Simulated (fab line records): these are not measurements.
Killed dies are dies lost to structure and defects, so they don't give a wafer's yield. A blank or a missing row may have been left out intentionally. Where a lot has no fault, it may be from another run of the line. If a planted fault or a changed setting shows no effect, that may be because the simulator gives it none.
Split-lot experiment | flow sfq_line | on a route of 325 steps: 5 lots, 17 wafers read

## THE SPLIT ITSELF
At SFQ_TRILAYER_M3_LITHO_COAT_080 (resist thk 62 nm), the setting resist_thk_nm was moved away from the recipe's 62 nm on 4 of the 17 wafers read, by -6.0% to -3.2%. The other wafers ran this setting at the recipe's value.

## FROM THE SPLIT TO THE READING: what the file shows between them, 2 steps
- SFQ_TRILAYER_M3_LITHO_PEB_078: peb time 60 s (also split here: peb_time_s)
- SFQ_TRILAYER_M3_LITHO_DEVELOP_077: time 60 s

## THE READING
etch.depth_nm (the simulator's own value, which no gauge read), in nm, at SFQ_TRILAYER_M3_BARC_OPEN_METAL_ETCH_100 (etches BARC in O2, target depth 125 nm, time 41.7 s). There is no usual value for it anywhere in the file. The 13 wafers here that ran the recipe average 62.16 nm, standard deviation 0.16 nm.

wafer  | tool, chamber at the split | resist_thk_nm as run, nm | against the recipe | etch.depth_nm, nm | against lot-mates on the recipe
L079.1 | litho_track-04, 0          | 62                       | recipe             | 62.38             | -
L079.2 | litho_track-04, 0          | 62                       | recipe             | 62.32             | -
L079.5 | litho_track-04, 0          | 62                       | recipe             | 62.32             | -
L080.1 | litho_track-03, 0          | 62                       | recipe             | 61.86             | -
L080.2 | litho_track-03, 0          | 62                       | recipe             | 62.07             | -
L080.3 | litho_track-03, 0          | 62                       | recipe             | 62.09             | -
L080.5 | litho_track-03, 0          | 62                       | recipe             | 62.01             | -
L080.6 | litho_track-03, 0          | 62                       | recipe             | 62.13             | -
L081.1 | litho_track-02, 0          | 62                       | recipe             | 62.38             | -
L081.2 | litho_track-02, 0          | 58.3                     | -6.0%              | 58.53             | -3.75
L081.3 | litho_track-02, 0          | 62                       | recipe             | 62.18             | -
L081.4 | litho_track-02, 0          | 58.3                     | -6.0%              | 58.53             | -3.75
L081.5 | litho_track-02, 0          | 58.3                     | -6.0%              | 58.52             | -3.76
L083.3 | litho_track-04, 0          | 62                       | recipe             | 62.23             | -
L083.6 | litho_track-04, 0          | 60.03                    | -3.2%              | 60.12             | -2.11
L084.1 | litho_track-04, 0          | 62                       | recipe             | 62.2              | -
L084.4 | litho_track-04, 0          | 62                       | recipe             | 61.95             | -

FIT RESULTS
A straight line over all 17 wafers: etch.depth_nm changes by +0.612 nm for each +1% of resist_thk_nm; r = +1.00; the points scatter about the line by 0.15 nm.
The same after taking each lot's own level away (the mean of its wafers on the recipe; 17 wafers): +0.631 nm for each +1%; r = +1.00; scatter 0.085 nm.
The reading moves by 3.8 nm for the largest change in resist_thk_nm, on that fit.
The lots' own levels span 62.032 to 62.340 nm, that is 1.9 times the standard deviation above.
So the lot-to-lot level changes the slope little: the two slopes agree.
Check: for one of the wafers moved furthest among these (-6.0%), held out of the fit, the line's prediction against its lot-mates is -3.78 nm. Against them it came out at -3.75 nm.

## OTHER SPLITS ON THESE WAFERS
Other splits were also applied to these wafers ahead of the reading. Each is held against what the fit with the lots' levels taken away leaves over:
other split on the same wafers               | wafers away from the commonest value | r with etch.depth_nm (lot level and that fit taken away)
SFQ_TRILAYER_M2_LITHO_PEB_060 peb_temp_c     | 8                                    | -0.09
SFQ_TRILAYER_I2_VIA_LITHO_EXPOSE_068 dose_mj | 6                                    | -0.23
SFQ_TRILAYER_M3_LITHO_PEB_078 peb_time_s     | 6                                    | +0.12

## THE WHOLE CHAIN: every reading that the file lists as answering this split, in the file's order
step                                     | what it does                                        | reading                                                                                    | change (the file's fit)               | r (the file's)
SFQ_TRILAYER_M3_LITHO_COAT_080           | resist thk 62 nm                                    | BARC_of_TRILAYER_M3_LITHO_COAT_080.thk_nm (the simulator's own value, which no gauge read) | +0.63 nm for each +1% of the setting  | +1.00
SFQ_TRILAYER_M3_BARC_OPEN_METAL_ETCH_100 | etches BARC in O2, target depth 125 nm, time 41.7 s | etch.depth_nm (the simulator's own value, which no gauge read)                             | +0.633 nm for each +1% of the setting | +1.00

## THE FILE'S OWN FIT
etch.depth_nm changes by +0.633 nm for each +1% of resist_thk_nm, r = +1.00.
